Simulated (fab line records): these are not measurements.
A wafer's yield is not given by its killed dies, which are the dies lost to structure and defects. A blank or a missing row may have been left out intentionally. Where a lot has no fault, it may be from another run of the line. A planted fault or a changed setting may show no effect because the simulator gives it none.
fab line records	flow sfq-line
[record] lots = 6	wafers = 18	last-day = 75
route steps=325 shown L0@12 L0V@16
lots that met no fault: from a run of the same line without faults
start-h: hours from the record's opening day to when the first of the lot's shown wafers began	wait-h: hours since the lot's step before	" as in the row above	L1.1+2: one row covering several wafers at once	- no value present, or no start provided	* or withheld: withheld	< > ~ a bound
route shown NAME@n: NAME is a module with steps in the file, n the number in the route of the first one	usual: mean/standard deviation taken from wafers without a fault	same: alike in all rows	chamber/n: place in a boat	sites: per-site readings	_std_site: the standard deviation of these	_edge_site: the outer-site mean with the inner-site mean subtracted	radius-mm: for every site, how far away it sits from the centre of the wafer	mask NAME#n: copy n	behind: tool/chamber where the wafer was last shaped	hold: what put the lot on hold/how long, in hours/how the hold closed	device: the transistor (n, p or np) that didn't switch	end of line: the same wafers' tests at the end of the route	a step without rows: its recipe alone	killed: count of dies lost to structure and defects at first sort (not the wafer's yield)	map: a wafer's dies, marking killed ones x, the rest . and places with no die _
set.NAME: the setting that was run; set.NAME@STEP: the one run at that earlier step	model.NAME: the simulator's own value behind a step, which no gauge read
a table for each step, a row for each wafer; lots at some steps of the route
services: when a tool's chamber went out of use (start-h, in hours from the record's first day, below 0 if earlier), for how many hours, and the reason
[[steps]]
[step SFQ_TRILAYER_L0_BARC_OPEN_METAL_ETCH_010]
[recipe] mask-material = PR	chemistry = O2	target-depth-nm = 125	target = BARC	icp-w = 600	bias-w = 80	pressure-mtorr = 10	time-s = 41.7
[usual] chamber-pressure-mTorr = 10.000/0.0085	drypump-motor-current-A = 5.9/0.35	oes-product-au = 0.685/0.0048	rf-fwd-power-W = 592.5/2.5
lot.wafer	tool	chamber	start-h	wait-h	chamber-pressure-mTorr	drypump-motor-current-A	oes-product-au	rf-fwd-power-W	rf-hours-counter-h
L250.1	rie-metal-02	0	95.52	0.1	10.003	5.6	0.688	596.8	196
L250.2	"	1	"	"	10.020	6.2	0.688	590.3	150
L250.6	"	1	"	"	10.006	6.2	0.684	592.7	-
L252.2	rie-metal-02	0	106.32	0.1	9.995	5.6	0.684	598.6	198
L252.4	"	1	"	"	9.993	6.2	0.690	591.7	-
L252.5	"	0	"	"	9.996	5.6	0.681	597.9	-
L253.2	rie-metal-03	0	113.52	0.1	9.998	5.8	0.693	589.6	53
L253.3	"	1	"	"	10.024	6.0	0.679	592.9	-
L253.4	"	0	"	"	9.991	5.8	0.678	589.1	-
L263.2	rie-metal-04	1	162.88	0.1	10.017	5.4	0.681	589.9	107
L263.4	"	0	"	"	10.000	6.4	0.682	590.9	-
L263.5	"	1	"	"	10.004	5.4	0.689	591.9	-
L264.2	rie-metal-04	1	165.12	0.1	9.992	5.5	0.681	591.6	108
L264.4	"	0	"	"	10.002	6.4	0.673	594.4	-
L264.5	"	0	"	"	9.997	6.4	0.684	592.8	-
L265.2	rie-metal-04	1	172.58	0.1	9.980	5.4	0.686	594.3	109
L265.3	"	0	"	"	9.990	6.4	0.686	594.8	-
L265.6	"	1	"	"	10.001	5.4	0.680	591.9	-
[step SFQ_TRILAYER_L0_ETCH_METAL_ETCH_008]
[recipe] target = MoNx_KI	stop-on = SiO2	mask-material = PR	chemistry = SF6/O2	target-depth-nm = 50	icp-w = 600	bias-w = 80	pressure-mtorr = 10	time-s = 25
[usual] chamber-pressure-mTorr = 10.000/0.0097	drypump-motor-current-A = 5.9/0.36	oes-product-au = 0.875/0.0066	rf-fwd-power-W = 590.7/2.9
lot.wafer	tool	chamber	start-h	wait-h	chamber-pressure-mTorr	drypump-motor-current-A	oes-product-au	rf-fwd-power-W	rf-hours-counter-h
L250.1	rie-metal-02	0	95.58	0.0	10.000	5.6	0.882	591.8	196
L250.2	"	1	"	"	10.001	6.3	0.873	586.7	150
L250.6	"	1	"	"	10.007	6.3	0.878	588.8	-
L252.2	rie-metal-02	0	106.38	0.0	10.007	5.6	0.881	600.0	198
L252.4	"	1	"	"	9.996	6.2	0.880	589.8	-
L252.5	"	0	"	"	9.991	5.6	0.885	593.3	-
L253.2	rie-metal-03	0	113.58	0.0	10.017	5.8	0.880	587.4	53
L253.3	"	1	"	"	9.993	5.9	0.881	588.7	-
L253.4	"	0	"	"	10.017	5.9	0.881	587.0	-
L263.2	rie-metal-04	1	162.94	0.0	10.014	5.4	0.879	590.9	107
L263.4	"	0	"	"	9.995	6.4	0.898	590.9	-
L263.5	"	1	"	"	10.007	5.5	0.879	589.9	-
L264.2	rie-metal-04	1	165.18	0.0	10.000	5.4	0.876	591.9	108
L264.4	"	0	"	"	10.019	6.4	0.884	589.5	-
L264.5	"	0	"	"	9.997	6.4	0.879	591.6	-
L265.2	rie-metal-04	1	172.64	0.0	9.988	5.4	0.879	591.0	109
L265.3	"	0	"	"	9.998	6.4	0.869	592.0	-
L265.6	"	1	"	"	10.002	5.4	0.871	591.8	-
[step SFQ_TRILAYER_L0_STRIP_STRIP_009]
[recipe] gas = O2	power-w = 200	platen-temp-c = 40	overash-fraction = 0.65	chemistry = O2	pressure-mtorr = 50
[usual] chamber-pressure-mTorr = 50.00/0.043	drypump-motor-current-A = 5.9/0.36	oes-product-au = 1.001/0.008
lot.wafer	tool	chamber	start-h	wait-h	chamber-pressure-mTorr	drypump-motor-current-A	oes-product-au	rf-hours-counter-h
L250.1	rie-metal-02	0	95.62	0.0	49.99	5.6	0.993	196
L250.2	"	1	"	"	49.97	6.2	0.988	150
L250.6	"	1	"	"	50.04	6.2	0.998	-
L252.2	rie-metal-02	0	106.42	0.0	49.94	5.6	1.011	198
L252.4	"	1	"	"	50.06	6.2	1.003	-
L252.5	"	0	"	"	49.93	5.6	0.992	-
L253.2	rie-metal-03	0	113.62	0.0	49.98	5.9	1.007	53
L253.3	"	1	"	"	50.01	6.0	0.996	-
L253.4	"	0	"	"	49.95	5.9	1.002	-
L263.2	rie-metal-04	1	162.98	0.0	50.02	5.4	0.997	107
L263.4	"	0	"	"	50.03	6.4	1.000	-
L263.5	"	1	"	"	50.00	5.4	1.000	-
L264.2	rie-metal-04	1	165.22	0.0	50.06	5.5	1.010	108
L264.4	"	0	"	"	50.06	6.4	1.001	-
L264.5	"	0	"	"	50.04	6.4	1.020	-
L265.2	rie-metal-04	1	172.68	0.0	50.05	5.4	1.006	109
L265.3	"	0	"	"	50.06	6.4	1.013	-
L265.6	"	1	"	"	50.02	5.4	1.013	-
[step SFQ_TRILAYER_L0_STRIP_SOLV_CLEAN_010]
[recipe] chemistry = NMP	temp-c = 70	time-s = 600
[step SFQ_TRILAYER_L0_CAP_PECVD_011]
[recipe] material = SiO2	temp-c = 150	time-s = 13.333	pressure-torr = 2.4	rf-w = 183.3	precursor = SiH4/N2O	target-thk-nm = 60
[usual] heater-power-w = 86/15	throttle-valve-pct = 24.8/1.1
lot.wafer	tool	chamber	start-h	wait-h	heater-power-w	throttle-valve-pct
L250.1	pecvd-04	0	96.40	0.0	79	24.6
L250.2	"	2	"	"	70	21.9
L250.6	"	1	"	"	81	23.8
L252.2	pecvd-03	2	107.20	0.0	96	26.3
L252.4	"	0	"	"	99	25.3
L252.5	"	1	"	"	65	24.5
L253.2	pecvd-04	1	114.40	0.0	89	23.9
L253.3	"	2	"	"	68	22.0
L253.4	"	0	"	"	84	24.7
L263.2	pecvd-02	2	163.76	0.0	109	26.2
L263.4	"	2	"	"	110	26.4
L263.5	"	1	"	"	81	24.9
L264.2	pecvd-03	1	166.00	0.0	63	24.6
L264.4	"	1	"	"	65	24.5
L264.5	"	2	"	"	95	25.8
L265.2	pecvd-04	0	173.46	0.0	75	25.0
L265.3	"	1	"	"	85	24.0
L265.6	"	0	"	"	76	24.8
[step SFQ_TRILAYER_L0_VIA_LITHO_COAT_018]
[recipe] resist = BARC	spin-rpm = 3000	resist-thk-nm = 62
[step SFQ_TRILAYER_L0_VIA_LITHO_COAT_013]
[recipe] resist = KrF	spin-rpm = 3000	resist-thk-nm = 650
[step SFQ_TRILAYER_L0_VIA_LITHO_SOFTBAKE_017]
[recipe] temp-c = withheld	time-s = withheld	resist = KrF
[step SFQ_TRILAYER_L0_VIA_LITHO_EXPOSE_014]
[recipe] mask-id = L0V	na = 0.6	source-shape = conventional	sigma-outer = 0.65	target-cd-nm = 700	dose-mj = 21.3
[step SFQ_TRILAYER_L0_VIA_LITHO_PEB_016]
[recipe] peb-temp-c = 115	peb-time-s = 60	resist = KrF
[step SFQ_TRILAYER_L0_VIA_LITHO_DEVELOP_015]
[recipe] time-s = 60	resist = KrF
[step SFQ_L0V_OVL_MEAS_903]
[usual] L0V_OVL = -5/6.1
lot.wafer	tool	chamber	start-h	wait-h	L0V_OVL[nm]
L250.1	overlay-02	-	146.21	0.1	4
L250.2	"	-	"	"	-7
L250.6	"	-	"	"	-5
L252.2	overlay-01	-	161.04	0.1	-9
L252.4	"	-	"	"	-3
L252.5	"	-	"	"	-10
L253.2	overlay-01	-	169.44	0.1	-8
L253.3	"	-	"	"	-11
L253.4	"	-	"	"	-11
L263.2	overlay-01	-	228.34	0.1	-9
L263.4	"	-	"	"	-9
L263.5	"	-	"	"	-6
L264.2	overlay-01	-	234.34	0.1	0
L264.4	"	-	"	"	-5
L264.5	"	-	"	"	4
L265.2	overlay-02	-	239.14	0.1	8
L265.3	"	-	"	"	7
L265.6	"	-	"	"	1
[step SFQ_TRILAYER_L0_VIA_BARC_OPEN_VIA_ETCH_021]
[recipe] mask-material = PR	chemistry = O2	target-depth-nm = 125	target = BARC	source-w = 500	bias-w = 80	pressure-mtorr = 30	time-s = 41.7
[usual] chamber-pressure-mTorr = 30.00/0.032	drypump-motor-current-A = 5.7/0.35	oes-product-au = 0.685/0.0046	rf-fwd-power-W = 493.9/1.8
lot.wafer	tool	chamber	start-h	wait-h	chamber-pressure-mTorr	drypump-motor-current-A	oes-product-au	rf-fwd-power-W	rf-hours-counter-h	model.KrF_of_TRILAYER_L0_VIA_LITHO_COAT_013.thk-nm
L250.1	rie-diel-02	0	146.25	0.0	30.02	5.7	0.684	493.5	54	576.5
L250.2	"	2	"	"	29.98	6.0	0.684	493.9	120	577.5
L250.6	"	3	"	"	30.02	6.0	0.689	488.3	-	578.6
L252.2	rie-diel-02	0	161.07	0.0	29.99	5.7	0.681	495.0	55	574.8
L252.4	"	0	"	"	30.00	5.7	0.678	495.0	-	572.7
L252.5	"	1	"	"	29.95	5.2	0.678	494.5	-	575.4
L253.2	rie-diel-03	2	169.47	0.0	30.01	5.5	0.686	495.5	138	576.4
L253.3	"	3	"	"	30.00	6.2	0.678	496.0	52	576
L253.4	"	0	"	"	30.01	6.0	0.692	492.4	68	574.7
L263.2	rie-diel-03	0	228.37	0.0	30.00	6.0	0.687	494.7	69	576.1
L263.4	"	3	"	"	30.04	6.2	0.681	492.4	53	573.3
L263.5	"	1	"	"	29.98	5.4	0.676	494.5	-	576.3
L264.2	rie-diel-03	1	234.37	0.0	29.98	5.4	0.687	492.7	8	574.1
L264.4	"	3	"	"	29.98	6.2	0.690	414.5	53	582.2
L264.5	"	3	"	"	30.00	6.2	0.685	414.8	-	582.1
L265.2	rie-diel-03	1	239.17	0.0	30.01	5.4	0.691	496.3	8	571.8
L265.3	"	3	"	"	30.03	6.2	0.693	415.7	53	584
L265.6	"	3	"	"	29.99	6.2	0.688	412.9	-	580.5
[step SFQ_TRILAYER_L0_VIA_ETCH_VIA_ETCH_016]
[recipe] target = SiO2	stop-on = MoNx_KI	mask-material = PR	chemistry = CHF3	target-depth-nm = 80	source-w = 500	bias-w = 80	pressure-mtorr = 30	time-s = withheld
[usual] chamber-pressure-mTorr = 30.001/0.025	drypump-motor-current-A = 5.7/0.35	oes-product-au = 0.842/0.0075	rf-fwd-power-W = 494.9/1.8
lot.wafer	tool	chamber	start-h	wait-h	chamber-pressure-mTorr	drypump-motor-current-A	oes-product-au	rf-fwd-power-W	model.KrF_of_TRILAYER_L0_VIA_LITHO_COAT_013.thk-nm
L250.1	rie-diel-02	0	146.29	0.0	29.988	5.7	0.836	495.7	562.8
L250.2	"	2	"	"	30.013	6.0	0.843	494.5	563.7
L250.6	"	3	"	"	29.985	6.0	0.848	491.2	565.2
L252.2	rie-diel-02	0	161.11	0.0	30.027	5.8	0.835	496.8	561.2
L252.4	"	0	"	"	30.025	5.8	0.850	499.1	558.9
L252.5	"	1	"	"	30.010	5.1	0.846	496.4	562.3
L253.2	rie-diel-03	2	169.51	0.0	29.986	5.5	0.845	494.5	562.5
L253.3	"	3	"	"	30.005	6.2	0.841	497.7	562.1
L253.4	"	0	"	"	29.985	6.0	0.862	497.1	561
L263.2	rie-diel-03	0	228.41	0.0	29.998	6.0	0.831	495.8	562.3
L263.4	"	3	"	"	29.997	6.2	0.844	495.1	559.6
L263.5	"	1	"	"	30.009	5.4	0.833	495.2	562.6
L264.2	rie-diel-03	1	234.41	0.0	30.018	5.4	0.837	492.1	560.2
L264.4	"	3	"	"	29.962	6.2	0.850	495.2	568.4
L264.5	"	3	"	"	29.971	6.2	0.847	493.6	568.3
L265.2	rie-diel-03	1	239.21	0.0	30.046	5.5	0.831	498.0	558.1
L265.3	"	3	"	"	30.013	6.2	0.842	495.5	570.2
L265.6	"	3	"	"	29.945	6.2	0.831	496.5	566.8
[step SFQ_TRILAYER_L0_VIA_STRIP_STRIP_017]
[recipe] gas = O2	power-w = 200	platen-temp-c = 40	overash-fraction = 0.65	chemistry = O2	pressure-mtorr = 50
[usual] chamber-pressure-mTorr = 50.01/0.049	drypump-motor-current-A = 5.89/0.18	oes-product-au = 0.997/0.0081
lot.wafer	tool	chamber	start-h	wait-h	chamber-pressure-mTorr	drypump-motor-current-A	oes-product-au	rf-hours-counter-h
L250.1	rie-metal-02	1	146.34	-	49.99	6.25	0.992	162
L250.2	"	1	"	"	50.03	6.22	0.996	-
L250.6	"	1	"	"	50.02	6.22	0.999	-
L252.2	rie-metal-01	1	161.16	-	49.95	5.84	0.975	10
L252.4	"	1	"	"	50.00	5.86	0.993	-
L252.5	"	0	"	"	49.99	5.78	0.995	-
L253.2	rie-metal-02	1	169.56	-	49.98	6.25	0.988	167
L253.3	"	1	"	"	50.09	6.19	0.995	-
L253.4	"	0	"	"	50.04	5.61	1.009	-
L263.2	rie-metal-03	0	228.66	-	49.99	5.82	0.997	-
L263.4	"	0	"	"	50.05	5.87	1.001	-
L263.5	"	0	"	"	49.98	5.88	1.001	-
L264.2	rie-metal-01	1	234.46	-	49.99	5.85	0.992	22
L264.4	"	1	"	"	50.07	5.87	0.997	-
L264.5	"	1	"	"	50.00	5.85	0.986	-
L265.2	rie-metal-01	1	239.26	-	49.95	5.89	0.993	23
L265.3	"	0	"	"	49.97	5.76	0.990	-
L265.6	"	1	"	"	50.02	5.84	0.986	-
[[services]]
tool	chamber	start-h	hours	kind
pecvd-03	2	71.88	6.3	repair
pecvd-02	-	78.16	3.5	repair
rie-diel-02	3	95.66	3.5	repair
rie-diel-02	1	98.17	1.9	repair
pecvd-02	-	106.89	0.8	repair
rie-metal-02	-	110.28	2.8	pm
rie-metal-02	-	115.61	0.8	repair
rie-metal-03	-	119.00	0.2	repair
rie-metal-02	0	128.74	-	clean
rie-diel-02	1	132.39	2.6	repair
rie-metal-04	1	156.14	1.6	repair
pecvd-03	-	162.73	2.8	pm
rie-diel-02	0	176.65	1.3	repair
pecvd-04	-	187.80	1.7	repair
pecvd-04	0	194.10	10.4	repair
pecvd-03	-	194.25	14.0	pm
pecvd-03	-	199.42	0.4	repair
pecvd-03	-	203.38	0.5	repair
rie-metal-04	-	205.07	0.6	repair
rie-metal-03	-	211.18	1.1	repair
rie-diel-03	-	211.69	2.8	pm
rie-metal-03	1	216.37	18.4	repair
rie-diel-03	3	222.62	1.3	repair
pecvd-04	2	237.70	9.6	repair
[[key]]
[first-sign] step = SFQ_TRILAYER_L0_VIA_BARC_OPEN_VIA_ETCH_021	reading = rf-fwd-power-W	direction = down	sigmas = 45	usual = 493.9	struck = 414.5
effect none on later readings
[model-effect] step = SFQ_TRILAYER_L0_VIA_BARC_OPEN_VIA_ETCH_021	value = KrF_of_TRILAYER_L0_VIA_LITHO_COAT_013.thk-nm	without = 574.9	struck = 582.2
[model-effect] step = SFQ_TRILAYER_L0_VIA_ETCH_VIA_ETCH_016	value = KrF_of_TRILAYER_L0_VIA_LITHO_COAT_013.thk-nm	without = 561.1	struck = 568.4
met-at SFQ_TRILAYER_L0_VIA_BARC_OPEN_VIA_ETCH_021
struck-wafers L264.4,L264.5,L265.3,L265.6
onset-between 228.37 234.37
[fault] kind = process-parameter-drift	tool = rie-diel-03	chamber = 3	onset-h = 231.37	steps = SFQ_TRILAYER_L0_VIA_BARC_OPEN_VIA_ETCH_021	channel = source-w	offset = -80	shape = step	end-h = 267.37	acts-in = these-recipes-only	stated = 500
